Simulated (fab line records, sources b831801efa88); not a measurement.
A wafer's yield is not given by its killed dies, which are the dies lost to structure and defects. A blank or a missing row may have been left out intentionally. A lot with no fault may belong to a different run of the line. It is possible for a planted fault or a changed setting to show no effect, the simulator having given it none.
Matching of chambers	flow sky130	SKY_VIA2_ETCH_14 on rieDiel-04 has 4 sister chambers
The step etches BARC in N2/H2, stops on SiO2, time 45.9 s, target depth 60 nm. 4 wafers are shown with their chamber, then 9 later ones without.

WAFERS PAIRED WITH THEIR CHAMBERS
wafer	chamber	drypumpMotorCurrentA (A)
L084.6	3	5.9
L087.4	1	5.6
L087.5	0	6.2
L087.6	2	6.4

WAFERS WITH NO CHAMBER GIVEN
wafer	drypumpMotorCurrentA (A)
L090.1	6.3
L090.4	5.6
L090.6	6.2
L091.4	5.6
L091.5	5.9
L091.6	6.4
L092.4	6.4
L092.5	6.4
L092.6	5.9

THE CHAMBER EACH PASSED THROUGH
wafer	from the rows above	in truth
L090.1	can't be placed: 0 or 2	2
L090.4	1	1
L090.6	0	0
L091.4	1	1
L091.5	3	3
L091.6	2	2
L092.4	2	2
L092.5	2	2
L092.6	3	3
Placed correctly: 8 of 9. Cannot be placed on the basis of these rows: 1; the candidates contain the true chamber in 1. Placed wrongly: 0.
How it was worked out, from the rows above alone: a wafer's distance from a chamber is the root of the sum, over the readings, of the square of ((its reading less the chamber's mean) divided by the reading's scatter). The wafer belongs to the nearest chamber; if the next one is less than 2 further off, it can't be placed. For every chamber, the mean is computed from those of its wafers that are shown. The scatter (one wafer shown for each chamber): square how far every hidden wafer sits from the nearest shown wafer, average those squares and take the square root.
